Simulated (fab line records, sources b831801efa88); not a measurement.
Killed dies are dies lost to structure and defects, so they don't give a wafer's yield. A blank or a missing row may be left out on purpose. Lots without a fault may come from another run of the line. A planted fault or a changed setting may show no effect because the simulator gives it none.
A struck lot beside a sound one | flow sky130 | 28 steps out of a route of 708
Sound: wafers L651.1, L651.3, L651.5. Struck: wafers L666.1, L666.5, L666.6. The cause comes at the end.
At each step with rows: each side's tool, then ch and its chambers, then its first start. Under that, the readings that differ: sound wafers | struck wafers | difference of the means | sigmas: that difference in standard deviations of wafers without a fault.
alike: readings whose means differ by less than 2 such deviations, and words and numbers that are the same on both sides. not compared: withheld readings, readings that some wafer has no value for, bounds like >300 that may hide the same value, and numbers for which the record gives no deviation and whose values overlap.
The two part at a step that has a row with sigmas, a row that says differs or no value, or rows on one side only. Numbers that don't overlap but have no deviation are shown without sigmas and don't part them. A reading that every wafer of one side lacks parts them only if that side has two wafers or more.

first, 5 steps without rows for these wafers: SKY_SONOS_ONO_COAT_08 (resist thk 1140 nm); SKY_SONOS_ONO_SOFTBAKE_09 (time 60 s); SKY_SONOS_ONO_EXPOSE_10 (exposes mask ONOM, target cd 410 nm); SKY_SONOS_ONO_PEB_11; SKY_SONOS_ONO_DEVELOP_12 (develop time 60 s).
SKY_SONOS_ONO_CD_MEAS_13: target cd 410 nm.
  sound on cd_sem-02, day 13 21:05; struck on cd_sem-01, day 18 20:41
  alike: cd_nm
SKY_SONOS_ONO_OVL_MEAS_14:
  sound on overlay-02, day 13 21:12; struck on overlay-01, day 18 20:48
  reading            | sound          | struck      | difference | sigmas
  SONOS_ONO_OVL (nm) | -1.7 -1.6 -1.8 | 0.8 0.8 1.3 | +2.7       | +2
SKY_SONOS_ONO_ETCH_15: etches the open film in CHF3/O2, target depth 19.52 nm, time 7.8 s.
  sound on rie_diel-01 ch 0,1,3, day 13 21:14; struck on rie_diel-01 ch 0,1,2, day 18 20:50
  alike: drypump_motor_current_A, oes_product_au, throttle_valve_pct
  not compared: rf_hours_counter_h
then, 1 step without rows for these wafers: SKY_SONOS_ONO_WET_ETCH_16 (etches SiO2 in dHF, target depth 14 nm, time 280 s).
SKY_SONOS_ONO_STRIP_17: strips in O2/N2.
  sound on plasma_asher-04 ch 0,1, day 13 21:23; struck on plasma_asher-04 ch 0,1, day 18 20:57
  alike: drypump_motor_current_A, oes_product_au, strip_time_to_endpoint_s
  not compared: rf_hours_counter_h
then, 2 steps without rows for these wafers: SKY_SONOS_ONO_WET_ETCH_18 (etches Si3N4 in H3PO4, target depth 15 nm, time 172 s); SKY_GATE_OXIDE_CLEAN_00 (cleans in SC1/SC2, time 150 s).
SKY_GATE_OXIDE_OXIDATION_01: stabilise 600 s, purge 300 s, target thk 10.268 nm.
  sound on furnace-02 ch 0, day 13 22:47; struck on furnace-01 ch 0, day 18 21:09
  reading                                           | sound             | struck               | difference | sigmas
  spike_tc_bottom_C (C)                             | 917.7 919.0 920.4 | 890.5 889.6 890.7    | -28.8      | -11
  spike_tc_centre_C (C)                             | 900.0 901.0 900.2 | 874.8 876.4 876.6    | -24.5      | -25
  spike_tc_lower_C (C)                              | 899.6 899.9 899.4 | 877.3 877.0 875.3    | -23.1      | -21
  spike_tc_top_C (C)                                | 906.1 906.9 905.4 | 885.2 884.7 888.5    | -20.0      | -8
  spike_tc_upper_C (C)                              | 898.1 898.9 896.1 | 874.9 875.5 874.6    | -22.7      | -21
  tube_center_temp_C (C)                            | 900 900 900       | 875.13 875.18 874.92 | -24.92     | -99 or more
  tube_center_temp_C_max                            | 902.4 902.6 902.9 | 877.4 877.2 877.3    | -25.3      | -68
  zone_power_bottom_pct (%)                         | 28.7 28.4 28.2    | 26.1 26.0 26.3       | -2.3       | -5
  model.SiO2_of_GATE_OXIDE_OXIDATION_01.thk_nm (nm) | 10.33 10.39 10.3  | 7.878 7.669 7.733    | -2.580     |
SKY_GATE_OXIDE_THK_MEAS_02:
  sound on film_metro-01, day 14 00:12; struck on film_metro-01, day 18 22:47
  reading                          | sound             | struck         | difference | sigmas
  GATE_OXIDE_OXIDATION_00_THK (nm) | 10.34 10.39 10.29 | 7.85 7.66 7.75 | -2.59      | -15
  not compared: hold
then, 6 steps without rows for these wafers: SKY_GATE_OXIDE_HMDS_04 (prime time 60 s); SKY_GATE_OXIDE_COAT_05 (resist thk 1140 nm); SKY_GATE_OXIDE_SOFTBAKE_06 (time 60 s); SKY_GATE_OXIDE_EXPOSE_07 (exposes mask LVOM, target cd 600 nm); SKY_GATE_OXIDE_PEB_08; SKY_GATE_OXIDE_DEVELOP_09 (develop time 60 s).
SKY_GATE_OXIDE_OVL_MEAS_10:
  sound on overlay-01, day 15 02:43; struck on overlay-01, day 20 04:52
  alike: GATE_OXIDE_OVL
then, 2 steps without rows for these wafers: SKY_GATE_OXIDE_IMPLANT_11; SKY_GATE_OXIDE_WET_ETCH_12 (etches SiO2 in dHF, target depth 16.8 nm, time 336 s).
SKY_GATE_OXIDE_STRIP_13: strips in O2/N2.
  sound on plasma_asher-02 ch 0,1, day 15 03:00; struck on plasma_asher-01 ch 0,1, day 20 05:09
  reading                      | sound             | struck            | difference | sigmas
  strip_time_to_endpoint_s (s) | 14.21 14.23 14.26 | 14.08 14.10 14.06 | -0.15      | -3
  alike: drypump_motor_current_A, oes_product_au
  not compared: rf_hours_counter_h
SKY_GATE_OXIDE_TW_MEAS_14:
  sound on film_metro-01, day 15 03:06; struck on film_metro-02, day 20 05:29
  alike: GATE_OXIDE_TW
  not compared: hold
SKY_GATE_OXIDE_OXIDATION_16: stabilise 600 s, purge 300 s, target thk 3.57 nm.
  sound on furnace-02 ch 0, day 15 05:10; struck on furnace-01 ch 0, day 20 08:41
  reading                                           | sound             | struck            | difference | sigmas
  model.SiO2_of_GATE_OXIDE_OXIDATION_01.thk_nm (nm) | 11.69 11.75 11.62 | 9.423 9.244 9.316 | -2.359     |
  alike: ramp_up_c_per_min, spike_tc_bottom_C, spike_tc_centre_C, spike_tc_lower_C, spike_tc_top_C, spike_tc_upper_C, tube_center_temp_C, tube_center_temp_C_max, zone_power_bottom_pct
then, 1 step without rows for these wafers: SKY_POLY_GATE_CVD_00 (deposits poly-Si, target thk 180 nm, time 720 s).
-- the record jumps here: 30 days lie between the struck wafers' starts before and after (it left off in module POLY_GATE and takes up again in module PAD_OPEN, whose first step shown is number 708 of the route) --
SKY_PAD_OPEN_PROBE_99:
  sound on prober-01, day 46 19:55; struck on prober-01, day 49 21:05
  reading                                | sound                         | struck                       | difference | sigmas
  model.etest.nfet_16v.r_on_ohm_um       | 1.414e+04 1.432e+04 1.417e+04 | 1.275e+04 1.26e+04 1.254e+04 | -1.580e+03 |
  model.etest.pfet_16v.r_on_ohm_um       | 1.504e+04 1.537e+04 1.531e+04 | 1.456e+04 1.44e+04 1.443e+04 | -7.767e+02 |
  model.etest.pfet_g5v0d10v5.r_on_ohm_um | 4669 4826 4735                | 4198 4168 4197               | -556       |
  model.etest.tip_sonos.rs_ohm_sq        | 2647 2647 2626                | 2259 2241 2212               | -403       |
  model.etest.nfet_g5v0d10v5.r_on_ohm_um | 1883 1922 1901                | 1687 1667 1654               | -233       |
  model.etest.nfet_g5v0d10v5.drive_ua_um | 604.8 594.4 604.8             | 746.4 751.5 751              | +148.3     |
  model.etest.nfet_05v0_nvt.drive_ua_um  | 578.6 569.2 581.1             | 686.7 701.9 701.6            | +120.4     |
  model.etest.tip_p.rs_ohm_sq            | 6902 6939 6873                | 6748 6784 6824               | -119       |
  alike: killed_at_M0_to_M3, killed_at_M4_up, killed_at_contacts, killed_at_front_end, killed_at_other, killed_dies, killed_open, killed_short

WHERE THEY PART
First at SKY_SONOS_ONO_OVL_MEAS_14; last, within this record, at SKY_GATE_OXIDE_STRIP_13. Later steps at which nothing parts them and some readings are alike: SKY_GATE_OXIDE_TW_MEAS_14, SKY_GATE_OXIDE_OXIDATION_16, SKY_PAD_OPEN_PROBE_99.

WHY: what the simulator had put in
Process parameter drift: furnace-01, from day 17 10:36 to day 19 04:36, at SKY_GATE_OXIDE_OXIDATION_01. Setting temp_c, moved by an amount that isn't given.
